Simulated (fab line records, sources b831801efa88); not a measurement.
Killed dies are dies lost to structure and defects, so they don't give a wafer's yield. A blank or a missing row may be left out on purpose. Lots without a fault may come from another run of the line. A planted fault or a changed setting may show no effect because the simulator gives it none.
A struck lot beside a sound one | flow gf180mcu | 27 steps out of a route of 602
Sound: wafers L114.1, L114.3, L114.4. Struck: wafers L125.2, L125.4, L125.6. The cause comes at the end.
At each step with rows: each side's tool, then ch and its chambers, then its first start. Under that, the readings that differ: sound wafers | struck wafers | difference of the means | sigmas: that difference in standard deviations of wafers without a fault.
alike: readings whose means differ by less than 2 such deviations, and words and numbers that are the same on both sides. not compared: withheld readings, readings that some wafer has no value for, bounds like >300 that may hide the same value, and numbers for which the record gives no deviation and whose values overlap.
The two part at a step that has a row with sigmas, a row that says differs or no value, or rows on one side only. Numbers that don't overlap but have no deviation are shown without sigmas and don't part them. A reading that every wafer of one side lacks parts them only if that side has two wafers or more.

first, 2 steps without rows for these wafers: GF_V4_SPUTTER_22 (material TiN, target thk 10 nm, time 40 s); GF_V4_CVD_23 (deposits W, target thk 350 nm, time 104.9 s).
GF_V4_RS_MEAS_24: measures by four-point-probe.
  sound on film_metro-03, day 26 00:36; struck on film_metro-02, day 29 06:04
  alike: V4_W_RS
GF_V4_THK_MEAS_25: measures by xrf.
  sound on film_metro-03, day 26 00:43; struck on film_metro-02, day 29 06:11
  alike: V4_W_THK
then, 1 step without rows for these wafers: GF_V4_CMP_26 (polishes, stops on SiO2, t overpolish 15 s, target thk 0 nm).
GF_MIM_SPUTTER_00: material Ti, target thk 37.5 nm, time 150 s.
  sound on pvd_sputter-01, day 26 01:06; struck on pvd_sputter-01, day 29 06:32
  alike: throttle_valve_pct
GF_MIM_SPUTTER_01: material TiN, target thk 30 nm, time 25 s.
  sound on pvd_sputter-01, day 26 01:12; struck on pvd_sputter-01, day 29 06:38
  alike: throttle_valve_pct
then, 1 step without rows for these wafers: GF_MIM_SPUTTER_02 (material AlCu, target thk 450 nm, time 23.9 s).
GF_MIM_SPUTTER_03: material Ti, target thk 10 nm, time 6.7 s.
  sound on pvd_sputter-01, day 26 01:16; struck on pvd_sputter-01, day 29 06:41
  alike: throttle_valve_pct
then, 2 steps without rows for these wafers: GF_MIM_SPUTTER_04 (material TiN, target thk 50 nm, time 41.7 s); GF_MIM_CVD_05 (deposits Si3N4, target thk 42 nm, time 29.086 s).
GF_MIM_THK_MEAS_06:
  sound on film_metro-01, day 26 01:22; struck on film_metro-03, day 29 06:47
  alike: MIM_CVD_05_THK
GF_MIM_SPUTTER_07: material TiN, target thk 60 nm, time 50 s.
  sound on pvd_sputter-04, day 26 01:26; struck on pvd_sputter-04, day 29 06:50
  reading                                 | sound             | struck            | difference | sigmas
  model.TiN_of_MIM_SPUTTER_07.thk_nm (nm) | 58.63 58.14 59.51 | 40.27 40.74 40.93 | -18.11     |
  alike: throttle_valve_pct
GF_MIM_SPUTTER_08: material AlCu, target thk 200 nm, time 10.6 s.
  sound on pvd_sputter-04, day 26 01:28; struck on pvd_sputter-04, day 29 06:53
  alike: throttle_valve_pct
GF_MIM_SPUTTER_09: material TiN, target thk 35 nm, time 29.2 s.
  sound on pvd_sputter-04, day 26 01:29; struck on pvd_sputter-04, day 29 06:55
  alike: throttle_valve_pct
GF_MIM_RS_MEAS_10: measures by four-point-probe.
  sound on film_metro-03, day 26 01:32; struck on film_metro-01, day 29 07:15
  alike: MIM_ALCU_RS
  not compared: hold
GF_MIM_THK_MEAS_11: measures by xrf.
  sound on film_metro-03, day 26 01:39; struck on film_metro-01, day 29 11:12
  reading | sound | struck                                                                     | difference                   | sigmas
  hold    | - - - | await_dispo/3.8h/release await_dispo/3.8h/release await_dispo/3.8h/release | no value on the sound wafers |
  alike: MIM_ALCU_THK
then, 7 steps without rows for these wafers: GF_MIM_DEHYDRATE_12 (time 60 s); GF_MIM_HMDS_13 (prime time 60 s); GF_MIM_COAT_14 (resist thk 1000 nm); GF_MIM_SOFTBAKE_15 (time 60 s); GF_MIM_EXPOSE_16 (exposes mask FuseTop, target cd 2000 nm); GF_MIM_PEB_17; GF_MIM_DEVELOP_18 (develop time 60 s).
GF_MIM_METAL_ETCH_19: etches the open film in Cl2/BCl3, stops on Si3N4, target depth 324.5 nm, time 54.1 s.
  sound on rie_metal-03 ch 0,1, day 26 22:38; struck on rie_metal-01 ch 1, day 30 01:19
  reading                | sound                | struck               | difference | sigmas
  oes_product_au (a.u.)  | 0.936 0.939 0.928    | 0.898 0.900 0.899    | -0.035     | -5
  throttle_valve_pct (%) | 28.284 28.284 28.284 | 28.329 28.337 28.334 | +0.049     | +4
  alike: drypump_motor_current_A
  not compared: rf_hours_counter_h
then, 1 step without rows for these wafers: GF_MIM_STRIP_20 (strips in O2/N2).
-- the record jumps here: 3 days lie between the struck wafers' starts before and after (it left off in module MIM and takes up again in module PASSIVATION, whose first step shown is number 602 of the route) --
GF_PASSIVATION_PROBE_99:
  the record has rows for the struck wafers here (prober-01, day 33 04:43) and none for the sound ones

WHERE THEY PART
First at GF_MIM_THK_MEAS_11; last, within this record, at GF_PASSIVATION_PROBE_99.

WHY: what the simulator had put in
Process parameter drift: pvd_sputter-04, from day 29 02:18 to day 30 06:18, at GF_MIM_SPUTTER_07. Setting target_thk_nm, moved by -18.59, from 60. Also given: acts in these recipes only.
